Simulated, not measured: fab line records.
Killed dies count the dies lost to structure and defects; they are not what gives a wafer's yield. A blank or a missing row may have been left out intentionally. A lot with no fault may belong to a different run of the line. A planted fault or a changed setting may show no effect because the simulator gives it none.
fab line records	flow gf180mcu
record lots=12	wafers=36	lastDay=34
route steps=602 shown HV_LDD@230 NSD@242 V1@352
lots untouched by any fault: they come from a run of this same line in which no faults occurred
startH: hours from the record's opening day to when the first of the lot's shown wafers began	waitH: hours since the lot's step before	" the same as in the row above	L1.1+2: a single row standing in for several wafers	- no value, or no start given	* or withheld: withheld	< > ~ a bound
route shown NAME@n: names a module that has steps shown in the file, with the first one's number in the route	usual: mean/standard deviation taken from wafers without a fault	same: alike in all rows	chamber/n: place in a boat	sites: readings site by site	_std_site: the values' standard deviation	_edge_site: the outer-site mean with the inner-site mean subtracted	radiusMm: for every site, how far away it sits from the centre of the wafer	mask NAME#n: copy n	behind: the most recent tool/chamber to have shaped the wafer	hold: reason for holding the lot/hours on hold/outcome of the hold	device: whichever transistor did not switch (one of n, p or np)	end of line: the same wafers' tests at the end of the route	a step without rows: its recipe alone	killed: dies lost to structure and defects at the first sort, not the wafer's yield	map: a wafer's dies, marking killed ones x, the rest . and places with no die _
set.NAME: the setting that was run; set.NAME@STEP: the one run at that earlier step	model.NAME: the simulator's own value behind a step, which no gauge read
a sample of lots followed through the steps of the route, with each step as a table and each wafer as a row
services: when a tool's chamber went out of use (startH, in hours from the record's first day, below 0 if earlier), for how many hours, and the reason
## steps
# step GF_HV_LDD_CVD_54
# recipe material=SiO2	targetThkNm=10	precursor=TEOS	tempC=680	timeS=75	pressureMtorr=400
# usual spikeTcBottomC=700.2/2.7	spikeTcCentreC=680.8/1.2	spikeTcLowerC=679.8/1.2	spikeTcTopC=695.4/1.9	spikeTcUpperC=679.2/1.6	zonePowerCentrePct=11.0/0.68
lot.wafer	tool	chamber	startH	waitH	spikeTcBottomC	spikeTcCentreC	spikeTcLowerC	spikeTcTopC	spikeTcUpperC	zonePowerCentrePct
L420.2	lpcvd-01	1	275.98	0.1	705.1	681.7	680.0	698.8	676.4	11.2
L420.3	"	1	"	"	703.9	681.6	678.6	697.7	677.3	11.2
L420.5	"	1	"	"	702.9	680.4	679.2	696.5	677.6	11.2
L421.2	lpcvd-02	1	286.92	0.1	699.9	680.4	677.5	696.4	680.1	11.8
L421.4	"	1	"	"	702.2	681.4	679.6	697.7	682.0	11.6
L421.6	"	1	"	"	699.3	681.9	682.2	695.8	678.9	11.9
L422.2	lpcvd-02	1	290.45	0.3	699.6	680.7	678.5	695.2	679.7	11.7
L422.3	"	1	"	"	698.8	680.6	681.8	695.2	679.9	11.9
L422.5	"	1	"	"	700.2	682.0	679.7	695.0	681.1	12.0
L425.1	lpcvd-02	1	320.10	0.1	698.3	683.9	681.5	696.4	678.5	11.8
L425.2	"	1	"	"	699.1	682.4	680.0	695.9	679.4	11.7
L425.6	"	1	"	"	700.6	679.8	681.1	695.5	680.3	11.7
L428.1	lpcvd-01	1	343.11	0.1	713.0	689.9	690.1	704.1	687.5	11.4
L428.5	"	1	"	"	712.5	689.1	687.9	708.1	686.5	11.4
L428.6	"	1	"	"	712.4	688.9	687.7	708.4	685.4	11.3
L435.1	lpcvd-01	0	402.87	0.1	698.2	681.4	679.4	694.1	679.8	10.3
L435.2	"	0	"	"	696.7	680.7	679.4	695.7	679.1	10.0
L435.3	"	0	"	"	698.6	679.2	678.4	693.9	678.0	10.1
L436.2	lpcvd-01	0	415.72	0.1	697.9	678.2	679.7	691.8	679.9	10.1
L436.3	"	0	"	"	697.8	678.8	678.5	694.2	680.2	9.9
L436.5	"	0	"	"	695.5	680.1	679.1	693.0	682.1	10.1
L437.1	lpcvd-01	1	422.15	0.1	705.4	680.5	680.8	697.7	679.0	11.2
L437.3	"	1	"	"	702.1	680.9	679.2	697.2	677.7	10.9
L437.6	"	1	"	"	703.0	681.9	678.1	697.4	678.7	11.2
L438.1	lpcvd-01	0	425.85	0.1	698.9	679.2	680.0	693.5	679.1	9.9
L438.5	"	0	"	"	696.8	677.7	679.5	694.1	681.4	9.9
L438.6	"	0	"	"	698.0	678.8	679.1	694.7	681.0	10.0
L439.1	lpcvd-01	1	437.93	0.1	703.5	678.8	677.7	695.2	676.3	11.2
L439.3	"	1	"	"	703.6	679.3	678.7	696.2	678.4	11.1
L439.6	"	1	"	"	703.4	681.3	680.1	696.3	677.0	11.2
L440.1	lpcvd-02	1	438.67	0.1	699.5	683.8	681.3	697.1	681.4	11.9
L440.3	"	1	"	"	699.3	680.7	679.9	696.1	680.3	12.0
L440.6	"	1	"	"	699.4	682.9	680.5	696.9	678.8	11.7
L442.1	lpcvd-01	0	456.80	0.1	697.5	679.8	679.9	692.7	681.1	10.1
L442.4	"	0	"	"	698.9	680.6	679.5	693.7	680.6	10.1
L442.6	"	0	"	"	696.9	680.1	678.4	693.3	682.2	10.1
# step GF_HV_LDD_THK_MEAS_55
# recipe reads=SiO2_of_HV_LDD_CVD_54
# usual HV_LDD_CVD_54_THK=10.01/0.12
lot.wafer	tool	chamber	startH	waitH	HV_LDD_CVD_54_THK[nm]
L420.2	filmMetro-02	-	277.01	0.0	10.06
L420.3	"	-	"	"	9.91
L420.5	"	-	"	"	10.06
L421.2	filmMetro-02	-	287.95	0.0	10.01
L421.4	"	-	"	"	10.03
L421.6	"	-	"	"	10.16
L422.2	filmMetro-01	-	291.48	0.0	10.31
L422.3	"	-	"	"	10.09
L422.5	"	-	"	"	10.22
L425.1	filmMetro-04	-	321.12	0.0	10.03
L425.2	"	-	"	"	10.05
L425.6	"	-	"	"	10.05
L428.1	filmMetro-01	-	344.13	0.0	12.52
L428.5	"	-	"	"	12.44
L428.6	"	-	"	"	12.44
L435.1	filmMetro-02	-	403.89	0.0	9.79
L435.2	"	-	"	"	9.92
L435.3	"	-	"	"	9.87
L436.2	filmMetro-01	-	416.75	0.0	10.06
L436.3	"	-	"	"	9.92
L436.5	"	-	"	"	10.14
L437.1	filmMetro-04	-	423.17	0.0	9.95
L437.3	"	-	"	"	10.08
L437.6	"	-	"	"	9.96
L438.1	filmMetro-01	-	426.87	0.0	9.93
L438.5	"	-	"	"	9.88
L438.6	"	-	"	"	9.97
L439.1	filmMetro-02	-	438.95	0.0	9.92
L439.3	"	-	"	"	9.86
L439.6	"	-	"	"	9.81
L440.1	filmMetro-02	-	440.20	0.0	10.14
L440.3	"	-	"	"	10.22
L440.6	"	-	"	"	10.18
L442.1	filmMetro-02	-	457.82	0.0	10.17
L442.4	"	-	"	"	9.96
L442.6	"	-	"	"	10.11
# step GF_NSD_CD_MEAS_07
# recipe targetCdNm=400
# usual cdNm=400.3/2.6
lot.wafer	tool	chamber	startH	waitH	cdNm
L420.2	cdSem-02	-	297.64	0.1	401.0
L420.3	"	-	"	"	401.1
L420.5	"	-	"	"	401.0
L421.2	cdSem-02	-	308.92	0.1	402.0
L421.4	"	-	"	"	401.4
L421.6	"	-	"	"	401.7
L422.2	cdSem-02	-	313.49	0.1	401.7
L422.3	"	-	"	"	400.6
L422.5	"	-	"	"	401.0
L425.1	cdSem-02	-	343.65	0.1	402.8
L425.2	"	-	"	"	399.5
L425.6	"	-	"	"	400.7
L428.1	cdSem-01	-	367.90	0.1	401.7
L428.5	"	-	"	"	402.3
L428.6	"	-	"	"	402.6
L435.1	cdSem-01	-	428.72	0.1	397.6
L435.2	"	-	"	"	401.3
L435.3	"	-	"	"	403.7
L436.2	cdSem-02	-	443.84	0.1	396.0
L436.3	"	-	"	"	396.7
L436.5	"	-	"	"	397.4
L437.1	cdSem-02	-	448.95	0.1	397.6
L437.3	"	-	"	"	398.6
L437.6	"	-	"	"	398.8
L438.1	cdSem-01	-	452.57	0.1	400.4
L438.5	"	-	"	"	399.5
L438.6	"	-	"	"	400.0
L439.1	cdSem-01	-	464.90	0.1	400.1
L439.3	"	-	"	"	401.0
L439.6	"	-	"	"	398.0
L440.1	cdSem-01	-	466.62	0.1	398.8
L440.3	"	-	"	"	398.4
L440.6	"	-	"	"	400.2
L442.1	cdSem-02	-	483.42	0.1	405.1
L442.4	"	-	"	"	406.6
L442.6	"	-	"	"	405.1
# step GF_V1_ETCH_17
# recipe chemistry=C4F8/O2/Ar	maskMaterial=KrF	target=SiO2	stopOn=TiN	sourceW=1536	biasW=1200	pressureMtorr=40	c4f8FlowSccm=withheld	O2_flow_sccm=6	Ar_flow_sccm=300	timeS=withheld	targetDepthA=6300
# usual biasW=1200/3.6	chamberPressureMTorr=40.00/0.038	oesProductAu=0.856/0.0047
lot.wafer	tool	chamber	startH	waitH	biasW	chamberPressureMTorr	oesProductAu
L420.2	rieDiel-04	3	-	-	1200	40.00	0.857
L420.3	"	0	"	"	1195	39.96	0.853
L420.5	"	2	"	"	1196	39.97	0.855
L421.2	rieDiel-03	1	-	-	1193	39.97	0.852
L421.4	"	0	"	"	1196	40.02	0.847
L421.6	"	2	"	"	1202	40.06	0.850
L422.2	rieDiel-02	1	-	-	1198	40.02	0.862
L422.3	"	0	"	"	1197	39.96	0.858
L422.5	"	1	"	"	1201	40.02	0.856
L425.1	rieDiel-03	2	-	-	1197	40.07	0.855
L425.2	"	1	"	"	1196	40.00	0.865
L425.6	"	3	"	"	1202	39.98	0.860
L428.1	rieDiel-02	1	-	-	1198	39.97	0.848
L428.5	"	1	"	"	1202	39.96	0.859
L428.6	"	3	"	"	1202	40.05	0.859
L435.1	rieDiel-04	2	-	-	1202	40.03	0.855
L435.2	"	0	"	"	1201	39.99	0.852
L435.3	"	1	"	"	1205	39.99	0.853
L436.2	rieDiel-02	2	-	-	1194	40.03	0.859
L436.3	"	1	"	"	1204	40.02	0.861
L436.5	"	0	"	"	1196	39.99	0.857
L437.1	rieDiel-03	2	-	-	1201	39.94	0.860
L437.3	"	3	"	"	1205	40.02	0.858
L437.6	"	1	"	"	1203	40.01	0.852
L438.1	rieDiel-04	1	-	-	1204	40.01	0.853
L438.5	"	1	"	"	1200	39.96	0.858
L438.6	"	2	"	"	1195	39.92	0.855
L439.1	rieDiel-02	1	-	-	1200	39.99	0.852
L439.3	"	0	"	"	1198	40.02	0.857
L439.6	"	1	"	"	1199	39.93	0.857
L440.1	rieDiel-02	2	-	-	1198	39.97	0.850
L440.3	"	3	"	"	1202	39.96	0.850
L440.6	"	1	"	"	1203	39.99	0.855
L442.1	rieDiel-02	1	-	-	1203	40.00	0.861
L442.4	"	2	"	"	1202	40.01	0.859
L442.6	"	1	"	"	1201	40.01	0.859
# step GF_V1_SPUTTER_22
# recipe material=TiN	targetThkNm=10	chamberPressurePa=5	powerW=4000	timeS=40
# usual throttleValvePct=29.7/1.1
lot.wafer	tool	chamber	startH	waitH	throttleValvePct
L420.2	pvdSputter-04	-	413.83	0.0	29.3
L420.3	"	-	"	"	28.6
L420.5	"	-	"	"	29.9
L421.2	pvdSputter-02	-	425.38	0.0	32.1
L421.4	"	-	"	"	30.0
L421.6	"	-	"	"	29.7
L422.2	pvdSputter-04	-	434.05	0.0	28.6
L422.3	"	-	"	"	30.2
L422.5	"	-	"	"	29.9
L425.1	pvdSputter-03	-	466.61	0.0	28.3
L425.2	"	-	"	"	29.4
L425.6	"	-	"	"	29.4
L428.1	pvdSputter-02	-	491.34	0.0	29.8
L428.5	"	-	"	"	32.3
L428.6	"	-	"	"	29.9
L435.1	pvdSputter-02	-	553.08	0.0	28.8
L435.2	"	-	"	"	30.0
L435.3	"	-	"	"	29.9
L436.2	pvdSputter-03	-	567.38	0.0	28.2
L436.3	"	-	"	"	29.7
L436.5	"	-	"	"	30.9
L437.1	pvdSputter-04	-	570.19	0.0	29.0
L437.3	"	-	"	"	29.4
L437.6	"	-	"	"	30.0
L438.1	pvdSputter-02	-	575.17	0.0	29.0
L438.5	"	-	"	"	32.2
L438.6	"	-	"	"	29.9
L439.1	pvdSputter-03	-	584.69	0.0	29.4
L439.3	"	-	"	"	29.3
L439.6	"	-	"	"	31.0
L440.1	pvdSputter-02	-	585.99	0.0	32.2
L440.3	"	-	"	"	30.5
L440.6	"	-	"	"	32.3
L442.1	pvdSputter-04	-	601.57	0.0	28.9
L442.4	"	-	"	"	29.7
L442.6	"	-	"	"	29.9
## services
tool	chamber	startH	hours	kind
rieDiel-04	0	277.04	2.0	repair
pvdSputter-03	-	283.53	3.8	repair
lpcvd-01	-	295.73	1.5	repair
pvdSputter-04	0	313.65	-	consumableReplace:kit
pvdSputter-04	0	313.65	18.0	scheduledDown
rieDiel-04	0	324.33	6.3	repair
rieDiel-04	2	348.48	21.9	repair
rieDiel-02	-	353.83	0.7	repair
rieDiel-02	2	361.86	132.0	repair
rieDiel-04	1	375.48	2.9	repair
rieDiel-03	2	391.60	8.4	repair
pvdSputter-03	-	402.42	23.9	repair
pvdSputter-04	-	402.93	3.2	repair
rieDiel-04	0	417.38	10.6	repair
rieDiel-02	0	489.46	7.2	repair
pvdSputter-03	-	497.74	0.7	repair
pvdSputter-03	-	499.97	1.3	repair
lpcvd-02	-	504.32	0.5	repair
pvdSputter-04	-	509.58	9.4	repair
lpcvd-01	-	563.42	2.5	repair
pvdSputter-03	-	574.31	8.6	repair
rieDiel-02	0	586.88	-	clean
rieDiel-02	0	586.88	16.7	scheduledDown
rieDiel-02	0	586.88	16.7	ventCycle
## key
firstSign step=GF_HV_LDD_CVD_54	reading=spikeTcCentreC	direction=up	sigmas=7.4	usual=680.8	struck=689.3
effect step=GF_HV_LDD_CVD_54	reading=spikeTcLowerC	direction=up	sigmas=7.2	usual=679.8	struck=688.6
effect step=GF_HV_LDD_THK_MEAS_55	reading=HV_LDD_CVD_54_THK	direction=up	sigmas=20	usual=10.01	struck=12.47
metAt GF_HV_LDD_CVD_54
struckLots L428
struckWafers L428.1,L428.5,L428.6
testerLeftOut L428
notActingAt GF_NSD_CD_MEAS_07,GF_V1_ETCH_17,GF_V1_SPUTTER_22
onsetBetween 275.98 343.11
fault kind=processParameterDrift	tool=lpcvd-01	chamber=1	onsetH=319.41	steps=GF_HV_LDD_CVD_54	channel=tempC	offset=*	shape=step	endH=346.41	actsIn=*	stated=*
# testerLeftOut: of these lots the tester's yield and bins aren't shown, on N5 and GAA mostly nor the transistor test; their killed dies are dies lost to structure and defects alone, not to doping, threshold or leakage, so they don't give the yield
